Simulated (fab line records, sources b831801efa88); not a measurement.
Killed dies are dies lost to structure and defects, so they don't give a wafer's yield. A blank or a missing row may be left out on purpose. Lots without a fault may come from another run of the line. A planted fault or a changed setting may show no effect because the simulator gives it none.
fab line records | flow sky130
record lots=14 wafers=42 last_day=50
route steps=708 shown GATE_OXIDE@189 POLY_GATE@205 PAD_OPEN@708
lots that met no fault: from a run of the same line without faults
start_h: hours from the record's first day to the start of the lot's first wafer shown | wait_h: hours since the lot's step before | " the same as in the row above | L1.1+2: a row that stands for several wafers | - no value, or no start given | * or withheld: withheld | < > ~ a bound
route shown NAME@n: a module of which the file shows steps, and the number in the route of the first | usual: mean/standard deviation of fault-free wafers | same: alike in all rows | chamber/n: place in a boat | sites: the reading at each site | _std_site: their standard deviation | _edge_site: outer sites' mean less inner sites' | radius_mm: how far each site lies from the wafer's centre | mask NAME#n: copy n | behind: the tool/chamber that last shaped the wafer | hold: why the lot was held/for how many hours/how that ended | device: the transistor (n, p or np) that didn't switch | end of line: the same wafers' tests at the end of the route | a step without rows: its recipe alone | killed: dies lost to structure and defects at the first sort, not the wafer's yield | map: a wafer's dies, x killed, . not, _ none there
set.NAME: the setting as run; set.NAME@STEP: as run at that earlier step | model.NAME: the simulator's own value behind a step, which no gauge read
steps of the route over a sample of lots; a table a step, a row a wafer
## steps
# step SKY_GATE_OXIDE_THK_MEAS_02
# recipe reads=SiO2_of_GATE_OXIDE_OXIDATION_01
# usual GATE_OXIDE_OXIDATION_00_THK=10.22/0.24
# columns lot.wafer tool chamber start_h wait_h GATE_OXIDE_OXIDATION_00_THK[nm]
L436.1 film_metro-02 - 287.29 0.0 10.31
L436.4 " - " " 10.25
L436.6 " - " " 10.40
L437.4 film_metro-01 - 289.90 0.0 10.14
L437.5 " - " " 9.91
L437.6 " - " " 9.92
L439.1 film_metro-04 - 301.62 0.0 10.23
L439.3 " - " " 10.05
L439.5 " - " " 10.02
L440.2 film_metro-02 - 315.86 0.0 10.29
L440.3 " - " " 10.12
L440.4 " - " " 10.15
L442.1 film_metro-01 - 334.75 0.0 10.69
L442.2 " - " " 10.93
L442.5 " - " " 10.76
L443.3 film_metro-02 - 340.10 0.0 10.08
L443.4 " - " " 10.07
L443.5 " - " " 10.44
L444.1 film_metro-01 - 343.64 0.0 10.29
L444.3 " - " " 10.33
L444.4 " - " " 10.27
L445.2 film_metro-01 - 356.94 0.0 9.86
L445.4 " - " " 9.91
L445.6 " - " " 9.79
L449.1 film_metro-01 - 394.93 0.0 10.45
L449.3 " - " " 10.53
L449.5 " - " " 10.50
L450.1 film_metro-02 - 399.20 0.0 10.43
L450.2 " - " " 10.49
L450.6 " - " " 10.49
L452.4 film_metro-02 - 414.02 0.0 10.34
L452.5 " - " " 10.29
L452.6 " - " " 10.34
L454.3 film_metro-04 - 433.67 0.0 10.18
L454.4 " - " " 10.20
L454.6 " - " " 10.21
L456.1 film_metro-04 - 445.82 0.0 9.96
L456.2 " - " " 10.02
L456.6 " - " " 10.18
L459.1 film_metro-04 - 471.64 0.0 10.16
L459.4 " - " " 10.41
L459.5 " - " " 10.19
# step SKY_POLY_GATE_THK_MEAS_01
# recipe reads=poly-Si_of_POLY_GATE_CVD_00
# usual POLY_GATE_CVD_00_THK=180.0/1.5
# columns lot.wafer tool chamber start_h wait_h POLY_GATE_CVD_00_THK[nm]
L436.1 film_metro-02 - 315.64 0.0 180.0
L436.4 " - " " 180.8
L436.6 " - " " 179.6
L437.4 film_metro-03 - 317.57 0.0 179.4
L437.5 " - " " 178.0
L437.6 " - " " 178.0
L439.1 film_metro-02 - 331.63 0.0 182.7
L439.3 " - " " 180.1
L439.5 " - " " 179.3
L440.2 film_metro-03 - 346.39 0.0 177.7
L440.3 " - " " 179.0
L440.4 " - " " 177.0
L442.1 film_metro-02 - 365.49 0.0 179.3
L442.2 " - " " 179.7
L442.5 " - " " 180.4
L443.3 film_metro-03 - 370.79 0.0 180.6
L443.4 " - " " 180.2
L443.5 " - " " 178.9
L444.1 film_metro-02 - 375.23 0.0 179.7
L444.3 " - " " 179.9
L444.4 " - " " 179.0
L445.2 film_metro-03 - 389.65 0.0 181.6
L445.4 " - " " 181.5
L445.6 " - " " 180.4
L449.1 film_metro-03 - 427.54 0.0 179.1
L449.3 " - " " 178.6
L449.5 " - " " 179.2
L450.1 film_metro-04 - 433.15 0.0 181.6
L450.2 " - " " 181.1
L450.6 " - " " 179.8
L452.4 film_metro-02 - 449.76 0.0 179.6
L452.5 " - " " 181.5
L452.6 " - " " 180.3
L454.3 film_metro-02 - 467.68 0.0 181.2
L454.4 " - " " 180.2
L454.6 " - " " 181.7
L456.1 film_metro-02 - 478.73 0.0 180.8
L456.2 " - " " 180.3
L456.6 " - " " 180.9
L459.1 film_metro-02 - 505.72 0.0 178.5
L459.4 " - " " 178.8
L459.5 " - " " 179.6
# step SKY_POLY_GATE_SOFTBAKE_09
# recipe temp_c=100 time_s=90 resist=KrF-thick
# usual heater_power_total_W=57.35/0.11 plate_temp_C=100.00/0.14
# columns lot.wafer tool chamber start_h wait_h heater_power_total_W plate_temp_C
L436.1 litho_track-03 0 356 - 57.47 100.19
L436.4 " 0 " " 57.53 100.06
L436.6 " 0 357 - 57.31 100.11
L437.4 litho_track-02 0 361 - 57.38 99.93
L437.5 " 0 " " 57.22 99.93
L437.6 " 0 " " 57.34 99.81
L439.1 litho_track-03 0 373 - 57.27 99.71
L439.3 " 0 374 - 57.20 99.75
L439.5 " 0 " " 57.52 99.60
L440.2 litho_track-04 0 390 - 57.49 100.10
L440.3 " 0 " " 57.35 100.05
L440.4 " 0 " " 57.28 100.15
L442.1 litho_track-03 0 413 - 57.45 100.04
L442.2 " 0 " " 57.48 100.02
L442.5 " 0 " " 57.49 100.10
L443.3 litho_track-02 0 420 - 57.35 100.18
L443.4 " 0 " " 57.18 100.17
L443.5 " 0 " " 57.47 99.99
L444.1 litho_track-04 0 423 - 57.51 99.96
L444.3 " 0 " " 57.35 99.93
L444.4 " 0 " " 57.34 99.98
L445.2 litho_track-03 0 435 - 57.36 100.23
L445.4 " 0 " " 57.46 100.19
L445.6 " 0 " " 57.36 100.24
L449.1 litho_track-04 0 484 - 57.34 99.90
L449.3 " 0 485 - 57.41 100.00
L449.5 " 0 " " 57.22 100.05
L450.1 litho_track-03 0 485 - 52.39 93.50
L450.2 " 0 " " 52.20 93.40
L450.6 " 0 " " 52.29 93.51
L452.4 litho_track-03 0 497 - 52.22 93.57
L452.5 " 0 " " 52.28 93.46
L452.6 " 0 " " 52.18 93.22
L454.3 litho_track-02 0 514 - 57.35 100.01
L454.4 " 0 " " 57.43 100.30
L454.6 " 0 " " 57.30 99.84
L456.1 litho_track-04 0 525 - 57.17 99.89
L456.2 " 0 " " 57.34 99.86
L456.6 " 0 " " 57.40 99.96
L459.1 litho_track-02 0 552 - 57.47 99.95
L459.4 " 0 " " 57.26 99.82
L459.5 " 0 " " 57.43 100.14
# step SKY_POLY_GATE_OVL_MEAS_14
# usual POLY_GATE_OVL=-4/5.6
# columns lot.wafer tool chamber start_h wait_h POLY_GATE_OVL[nm]
L436.1 overlay-02 - 371.33 0.1 -11
L436.4 " - " " -15
L436.6 " - " " -14
L437.4 overlay-01 - 375.25 0.1 2
L437.5 " - " " -3
L437.6 " - " " -3
L439.1 overlay-01 - 388.48 0.1 1
L439.3 " - " " -4
L439.5 " - " " -6
L440.2 overlay-01 - 404.93 0.1 -13
L440.3 " - " " -2
L440.4 " - " " -3
L442.1 overlay-02 - 428.28 0.1 -5
L442.2 " - " " -5
L442.5 " - " " -4
L443.3 overlay-01 - 436.19 0.1 -5
L443.4 " - " " -10
L443.5 " - " " -1
L444.1 overlay-02 - 439.58 0.1 2
L444.3 " - " " 1
L444.4 " - " " 5
L445.2 overlay-02 - 450.77 0.1 -6
L445.4 " - " " -8
L445.6 " - " " -10
L449.1 overlay-01 - 500.77 0.1 -7
L449.3 " - " " -10
L449.5 " - " " -10
L450.1 overlay-02 - 501.03 0.1 0
L450.2 " - " " -5
L450.6 " - " " -2
L452.4 overlay-01 - 511.94 0.1 0
L452.5 " - " " 3
L452.6 " - " " 0
L454.3 overlay-02 - 530.79 0.1 -3
L454.4 " - " " -11
L454.6 " - " " -8
L456.1 overlay-02 - 540.72 0.1 -2
L456.2 " - " " -8
L456.6 " - " " 0
L459.1 overlay-01 - 567.57 0.1 0
L459.4 " - " " -1
L459.5 " - " " -2
# step SKY_PAD_OPEN_PROBE_99
# usual killed_at_M0_to_M3=44/6.8 killed_at_M4_up=3.2/1.7 killed_at_contacts=24/4.9 killed_at_front_end=14/4.1 killed_at_other=0.2/0.51 killed_dies=85/8.7 killed_open=46/6.8 killed_short=39/6.1
# same gross_dies=492 killed_at_back_side=0
# columns lot.wafer tool chamber start_h wait_h killed_at_M0_to_M3 killed_at_M4_up killed_at_contacts killed_at_front_end killed_at_other killed_dies killed_open killed_short
L436.1 prober-02 - 1075.81 0.1 41 3 24 12 0 80 45 35
L436.4 prober-02 - 1075.96 0.2 47 4 30 7 0 88 48 40
L436.6 prober-02 - 1076.06 0.2 41 3 26 11 0 81 46 35
L437.4 prober-01 - 1076.42 0.2 49 4 19 12 1 85 51 34
L437.5 prober-01 - 1076.47 0.2 42 1 26 19 0 88 49 39
L437.6 prober-01 - 1076.52 0.2 50 4 25 14 1 94 59 35
L439.1 prober-01 - 1084.32 0.1 34 2 17 23 0 76 39 37
L439.3 prober-01 - 1084.42 0.2 43 5 29 17 0 94 53 41
L439.5 prober-01 - 1084.52 0.2 33 5 25 16 0 79 44 35
L440.2 prober-02 - 1098.64 0.1 34 4 28 12 0 78 42 36
L440.3 prober-02 - 1098.69 0.2 40 2 24 18 0 84 39 45
L440.4 prober-02 - 1098.74 0.2 54 5 27 20 1 107 64 43
L442.1 prober-02 - 1109.37 0.1 54 4 23 9 0 90 46 44
L442.2 prober-02 - 1109.42 0.1 43 3 27 27 0 100 56 44
L442.5 prober-02 - 1109.57 0.2 42 2 32 14 0 90 48 42
L443.3 prober-01 - 1115.62 0.2 47 4 19 18 0 88 46 42
L443.4 prober-01 - 1115.67 0.2 29 2 21 14 0 66 37 29
L443.5 prober-01 - 1115.72 0.2 50 3 18 10 0 81 55 26
L444.1 prober-02 - 1129.93 0.1 47 5 24 10 0 86 56 30
L444.3 prober-02 - 1130.03 0.2 45 3 21 14 2 85 37 48
L444.4 prober-02 - 1130.08 0.2 46 4 15 15 0 80 47 33
L445.2 prober-01 - 1131.59 0.1 39 3 27 13 0 82 43 39
L445.4 prober-01 - 1131.69 0.2 29 2 19 12 0 62 38 24
L445.6 prober-01 - 1131.79 0.2 39 3 23 9 0 74 38 36
L449.1 prober-01 - 1160.15 0.1 37 2 27 10 0 76 47 29
L449.3 prober-01 - 1160.25 0.2 33 4 26 11 1 75 36 39
L449.5 prober-01 - 1160.35 0.2 36 2 31 7 0 76 46 30
L450.1 prober-02 - 1168.22 0.1 49 5 27 23 0 104 53 51
L450.2 prober-02 - 1168.27 0.1 48 4 30 13 0 95 46 49
L450.6 prober-02 - 1168.47 0.2 48 4 27 18 0 97 51 46
L452.4 prober-02 - 1171.37 0.2 32 5 16 21 0 74 35 39
L452.5 prober-02 - 1171.42 0.2 32 5 22 18 0 77 36 41
L452.6 prober-02 - 1171.47 0.2 37 2 15 18 0 72 37 35
L454.3 prober-02 - 1174.41 0.2 38 1 19 10 0 68 44 24
L454.4 prober-02 - 1174.46 0.2 37 2 23 25 0 87 48 39
L454.6 prober-02 - 1174.56 0.2 44 3 27 15 0 89 48 41
L456.1 prober-01 - 1181.02 0.1 44 5 37 10 0 96 59 37
L456.2 prober-01 - 1181.07 0.1 32 4 38 17 0 91 52 39
L456.6 prober-01 - 1181.27 0.2 49 5 21 14 0 89 50 39
L459.1 prober-01 - 1196.46 0.1 48 0 24 12 0 84 45 39
L459.4 prober-01 - 1196.61 0.2 38 2 18 18 0 76 34 42
L459.5 prober-01 - 1196.66 0.2 41 0 27 18 0 86 41 45
# killed by level:class
L436.1 CONTACT:geometric_particle:open=11 VIA1:geometric_particle:open=10 VIA1:geometric_particle:short=7 VIA3:geometric_particle:open=6 POLY_GATE:geometric_particle:open=5 LOCAL_INTERCONNECT:geometric_particle:short=4 CONTACT:geometric_particle:short=4 METAL2:geometric_particle:short=4
L436.4 VIA1:geometric_particle:open=10 VIA2:geometric_particle:open=9 LI_CONTACT:geometric_particle:open=8 CONTACT:geometric_particle:open=7 METAL2:geometric_particle:short=6 LI_CONTACT:geometric_particle:short=5 CONTACT:geometric_particle:short=5 VIA3:geometric_particle:short=5
L436.6 CONTACT:geometric_particle:open=13 VIA1:geometric_particle:open=12 VIA3:geometric_particle:open=8 VIA2:geometric_particle:short=7 POLY_GATE:geometric_particle:open=6 LOCAL_INTERCONNECT:geometric_particle:short=6 LI_CONTACT:geometric_particle:open=5 VIA1:geometric_particle:short=4
L437.4 VIA1:geometric_particle:open=10 CONTACT:geometric_particle:open=9 VIA2:geometric_particle:open=7 METAL1:geometric_particle:short=6 VIA3:geometric_particle:open=6 CONTACT:geometric_particle:short=5 VIA1:geometric_particle:short=4 VIA3:geometric_particle:short=4
L437.5 CONTACT:geometric_particle:open=12 FIELD_ISO:geometric_particle:open=7 VIA3:geometric_particle:open=7 VIA1:geometric_particle:short=6 VIA2:geometric_particle:open=6 FIELD_ISO:geometric_particle:short=5 LI_CONTACT:geometric_particle:open=5 CONTACT:geometric_particle:short=5
L437.6 VIA1:geometric_particle:open=14 CONTACT:geometric_particle:open=10 VIA3:geometric_particle:open=7 VIA2:geometric_particle:open=7 VIA2:geometric_particle:short=6 FIELD_ISO:geometric_particle:open=5 LI_CONTACT:geometric_particle:open=5 CONTACT:geometric_particle:short=5
L439.1 POLY_GATE:geometric_particle:short=7 CONTACT:geometric_particle:open=6 VIA1:geometric_particle:open=6 LOCAL_INTERCONNECT:geometric_particle:short=5 POLY_GATE:geometric_particle:open=5 VIA2:geometric_particle:open=5 VIA3:geometric_particle:open=5 VIA3:geometric_particle:short=5
L439.3 VIA1:geometric_particle:open=13 CONTACT:geometric_particle:open=10 VIA3:geometric_particle:open=10 CONTACT:geometric_particle:short=8 FIELD_ISO:geometric_particle:open=7 LI_CONTACT:geometric_particle:open=6 METAL2:geometric_particle:short=6 FIELD_ISO:geometric_particle:short=5
L439.5 CONTACT:geometric_particle:open=9 VIA2:geometric_particle:open=7 LI_CONTACT:geometric_particle:open=6 VIA1:geometric_particle:open=6 FIELD_ISO:geometric_particle:open=5 METAL2:geometric_particle:short=5 LI_CONTACT:geometric_particle:short=4 VIA1:geometric_particle:short=4
L440.2 LI_CONTACT:geometric_particle:open=12 VIA1:geometric_particle:open=6 LOCAL_INTERCONNECT:geometric_particle:short=5 CONTACT:geometric_particle:open=5 VIA2:geometric_particle:short=5 VIA2:geometric_particle:open=5 FIELD_ISO:geometric_particle:short=4 VIA1:geometric_particle:short=4
L440.3 CONTACT:geometric_particle:open=9 FIELD_ISO:geometric_particle:open=5 LI_CONTACT:geometric_particle:open=5 CONTACT:geometric_particle:short=5 METAL1:geometric_particle:short=5 VIA1:geometric_particle:short=5 VIA1:geometric_particle:open=5 METAL2:geometric_particle:short=5
L440.4 VIA3:geometric_particle:open=11 CONTACT:geometric_particle:open=11 VIA1:geometric_particle:open=10 VIA2:geometric_particle:open=9 VIA1:geometric_particle:short=8 FIELD_ISO:geometric_particle:open=7 LI_CONTACT:geometric_particle:open=7 METAL2:geometric_particle:short=7
L442.1 METAL1:geometric_particle:short=8 VIA3:geometric_particle:open=8 CONTACT:geometric_particle:open=8 METAL2:geometric_particle:short=8 LI_CONTACT:geometric_particle:open=7 VIA1:geometric_particle:short=6 VIA1:geometric_particle:open=6 METAL1:geometric_particle:open=4
L442.2 VIA1:geometric_particle:open=19 CONTACT:geometric_particle:open=8 LOCAL_INTERCONNECT:geometric_particle:short=7 FIELD_ISO:geometric_particle:open=6 SPACER:geometric_particle:short=6 LI_CONTACT:geometric_particle:open=6 FIELD_ISO:geometric_particle:short=5 VIA2:geometric_particle:open=5
L442.5 CONTACT:geometric_particle:open=19 VIA1:geometric_particle:open=10 METAL2:geometric_particle:short=7 VIA1:geometric_particle:short=5 VIA3:geometric_particle:open=5 POLY_GATE:geometric_particle:short=4 LI_CONTACT:geometric_particle:short=4 CONTACT:geometric_particle:short=4
L443.3 METAL1:geometric_particle:short=9 CONTACT:geometric_particle:open=7 METAL2:geometric_particle:short=6 VIA1:geometric_particle:open=6 VIA2:geometric_particle:open=6 VIA3:geometric_particle:open=6 LI_CONTACT:geometric_particle:open=5 FIELD_ISO:geometric_particle:open=4
L443.4 CONTACT:geometric_particle:open=8 METAL1:geometric_particle:short=6 LOCAL_INTERCONNECT:geometric_particle:short=5 VIA3:geometric_particle:open=5 FIELD_ISO:geometric_particle:open=4 LI_CONTACT:geometric_particle:open=4 VIA1:geometric_particle:short=4 VIA1:geometric_particle:open=4
L443.5 VIA1:geometric_particle:open=12 VIA3:geometric_particle:open=10 VIA2:geometric_particle:open=8 CONTACT:geometric_particle:open=8 LOCAL_INTERCONNECT:geometric_particle:short=5 POLY_GATE:geometric_particle:open=4 METAL2:geometric_particle:short=4 LI_CONTACT:geometric_particle:open=3
L444.1 CONTACT:geometric_particle:open=14 VIA1:geometric_particle:open=10 VIA2:geometric_particle:open=10 VIA1:geometric_particle:short=7 VIA3:geometric_particle:open=5 FIELD_ISO:geometric_particle:short=4 LI_CONTACT:geometric_particle:open=4 METAL2:geometric_particle:short=4
L444.3 VIA1:geometric_particle:open=11 FIELD_ISO:geometric_particle:short=7 CONTACT:geometric_particle:short=7 LI_CONTACT:geometric_particle:open=6 CONTACT:geometric_particle:open=6 METAL2:geometric_particle:short=6 METAL3:geometric_particle:short=6 VIA3:geometric_particle:open=6
L444.4 VIA1:geometric_particle:open=16 POLY_GATE:geometric_particle:short=6 CONTACT:geometric_particle:open=6 VIA2:geometric_particle:open=6 VIA3:geometric_particle:open=5 VIA1:geometric_particle:short=5 FIELD_ISO:geometric_particle:open=4 VIA2:geometric_particle:short=4
L445.2 CONTACT:geometric_particle:open=10 VIA2:geometric_particle:open=8 VIA1:geometric_particle:open=6 FIELD_ISO:geometric_particle:open=5 VIA3:geometric_particle:open=5 LOCAL_INTERCONNECT:geometric_particle:short=5 CONTACT:geometric_particle:short=5 LI_CONTACT:geometric_particle:open=4
L445.4 VIA3:geometric_particle:open=8 METAL2:geometric_particle:short=6 LI_CONTACT:geometric_particle:open=5 CONTACT:geometric_particle:open=5 VIA2:geometric_particle:open=4 POLY_GATE:geometric_particle:open=3 LI_CONTACT:geometric_particle:short=3 VIA1:geometric_particle:open=3
L445.6 VIA1:geometric_particle:open=11 CONTACT:geometric_particle:open=9 METAL2:geometric_particle:short=6 LI_CONTACT:geometric_particle:open=5 VIA1:geometric_particle:short=5 POLY_GATE:geometric_particle:open=4 LI_CONTACT:geometric_particle:short=4 CONTACT:geometric_particle:short=4
L449.1 VIA1:geometric_particle:open=13 LI_CONTACT:geometric_particle:open=8 CONTACT:geometric_particle:open=8 CONTACT:geometric_particle:short=6 POLY_GATE:geometric_particle:open=5 METAL2:geometric_particle:short=5 VIA2:geometric_particle:open=4 METAL3:geometric_particle:short=3
L449.3 CONTACT:geometric_particle:open=10 CONTACT:geometric_particle:short=6 LI_CONTACT:geometric_particle:open=5 VIA1:geometric_particle:open=5 VIA2:geometric_particle:short=5 VIA2:geometric_particle:open=5 VIA1:geometric_particle:short=4 METAL3:geometric_particle:short=4
L449.5 CONTACT:geometric_particle:open=14 LI_CONTACT:geometric_particle:open=9 METAL2:geometric_particle:short=6 METAL2:geometric_particle:open=6 VIA1:geometric_particle:short=5 VIA1:geometric_particle:open=5 VIA3:geometric_particle:open=4 LI_CONTACT:geometric_particle:short=3
L450.1 CONTACT:geometric_particle:open=12 VIA1:geometric_particle:open=10 FIELD_ISO:geometric_particle:short=9 VIA3:geometric_particle:open=7 FIELD_ISO:geometric_particle:open=6 METAL2:geometric_particle:short=6 VIA1:geometric_particle:short=6 METAL3:geometric_particle:short=6
L450.2 METAL1:geometric_particle:short=11 LI_CONTACT:geometric_particle:open=9 CONTACT:geometric_particle:open=9 VIA1:geometric_particle:open=9 METAL2:geometric_particle:short=9 CONTACT:geometric_particle:short=6 FIELD_ISO:geometric_particle:open=4 VIA2:geometric_particle:open=4
L450.6 CONTACT:geometric_particle:open=11 METAL2:geometric_particle:short=8 VIA1:geometric_particle:open=7 VIA3:geometric_particle:open=7 FIELD_ISO:geometric_particle:open=6 LI_CONTACT:geometric_particle:open=6 CONTACT:geometric_particle:short=5 METAL1:geometric_particle:short=5
L452.4 VIA1:geometric_particle:open=9 METAL1:geometric_particle:short=7 FIELD_ISO:geometric_particle:short=5 VIA3:geometric_particle:open=5 POLY_GATE:geometric_particle:short=4 LI_CONTACT:geometric_particle:short=4 CONTACT:geometric_particle:open=4 METAL4:geometric_particle:short=4
L452.5 CONTACT:geometric_particle:open=8 VIA1:geometric_particle:short=7 VIA3:geometric_particle:open=7 FIELD_ISO:geometric_particle:short=6 METAL2:geometric_particle:short=6 POLY_GATE:geometric_particle:open=4 LOCAL_INTERCONNECT:geometric_particle:short=4 CONTACT:geometric_particle:short=4
L452.6 VIA1:geometric_particle:open=10 VIA3:geometric_particle:open=7 FIELD_ISO:geometric_particle:short=6 VIA1:geometric_particle:short=6 FIELD_ISO:geometric_particle:open=4 POLY_GATE:geometric_particle:short=4 LI_CONTACT:geometric_particle:open=4 LOCAL_INTERCONNECT:geometric_particle:short=4
L454.3 CONTACT:geometric_particle:open=11 VIA1:geometric_particle:open=11 FIELD_ISO:geometric_particle:open=5 VIA2:geometric_particle:open=5 CONTACT:geometric_particle:short=5 METAL2:geometric_particle:short=4 METAL3:geometric_particle:short=4 POLY_GATE:geometric_particle:open=3
L454.4 POLY_GATE:geometric_particle:open=10 VIA1:geometric_particle:open=9 METAL1:geometric_particle:short=8 CONTACT:geometric_particle:open=6 VIA2:geometric_particle:open=6 LI_CONTACT:geometric_particle:open=5 METAL2:geometric_particle:short=5 FIELD_ISO:geometric_particle:short=4
L454.6 VIA1:geometric_particle:open=13 CONTACT:geometric_particle:open=10 LI_CONTACT:geometric_particle:open=8 LOCAL_INTERCONNECT:geometric_particle:short=6 METAL1:geometric_particle:short=6 METAL2:geometric_particle:short=6 FIELD_ISO:geometric_particle:short=5 POLY_GATE:geometric_particle:short=5
L456.1 LI_CONTACT:geometric_particle:open=14 CONTACT:geometric_particle:open=14 VIA2:geometric_particle:open=9 VIA1:geometric_particle:open=8 METAL2:geometric_particle:short=6 VIA3:geometric_particle:open=5 FIELD_ISO:geometric_particle:short=4 VIA1:geometric_particle:short=4
L456.2 LI_CONTACT:geometric_particle:open=12 CONTACT:geometric_particle:open=12 VIA1:geometric_particle:open=9 METAL2:geometric_particle:short=7 CONTACT:geometric_particle:short=7 FIELD_ISO:geometric_particle:open=6 LI_CONTACT:geometric_particle:short=6 POLY_GATE:geometric_particle:open=5
L456.6 VIA1:geometric_particle:open=15 CONTACT:geometric_particle:open=11 VIA3:geometric_particle:open=9 METAL2:geometric_particle:short=7 VIA3:geometric_particle:short=6 VIA1:geometric_particle:short=5 FIELD_ISO:geometric_particle:open=4 POLY_GATE:geometric_particle:open=3
L459.1 VIA1:geometric_particle:open=9 CONTACT:geometric_particle:open=8 VIA3:geometric_particle:short=7 LI_CONTACT:geometric_particle:open=7 METAL1:geometric_particle:short=7 LOCAL_INTERCONNECT:geometric_particle:short=6 VIA2:geometric_particle:short=5 VIA2:geometric_particle:open=5
L459.4 METAL1:geometric_particle:short=8 VIA3:geometric_particle:open=7 CONTACT:geometric_particle:short=6 METAL2:geometric_particle:short=6 FIELD_ISO:geometric_particle:short=5 POLY_GATE:geometric_particle:open=5 CONTACT:geometric_particle:open=5 VIA1:geometric_particle:open=5
L459.5 LI_CONTACT:geometric_particle:open=8 VIA1:geometric_particle:open=8 CONTACT:geometric_particle:open=7 METAL1:geometric_particle:short=7 FIELD_ISO:geometric_particle:short=6 POLY_GATE:geometric_particle:short=6 VIA3:geometric_particle:open=5 POLY_GATE:geometric_particle:open=5
## key
first_sign step=SKY_POLY_GATE_SOFTBAKE_09 reading=heater_power_total_W direction=down sigmas=47 usual=* struck=*
effect step=SKY_POLY_GATE_SOFTBAKE_09 reading=plate_temp_C direction=down sigmas=46 usual=* struck=*
met_at SKY_POLY_GATE_SOFTBAKE_09
struck_lots L450,L452
tester_left_out L450,L452
not_acting_at SKY_GATE_OXIDE_THK_MEAS_02,SKY_POLY_GATE_THK_MEAS_01,SKY_POLY_GATE_OVL_MEAS_14
onset_between 435 485
fault kind=process_parameter_drift tool=litho_track-03 chamber=- onset_h=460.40 steps=SKY_POLY_GATE_SOFTBAKE_09 channel=temp_c offset=* shape=step end_h=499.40 acts_in=* stated=*
# tester_left_out: of these lots the tester's yield and bins aren't shown, on N5 and GAA mostly nor the transistor test; their killed dies are dies lost to structure and defects alone, not to doping, threshold or leakage, so they don't give the yield
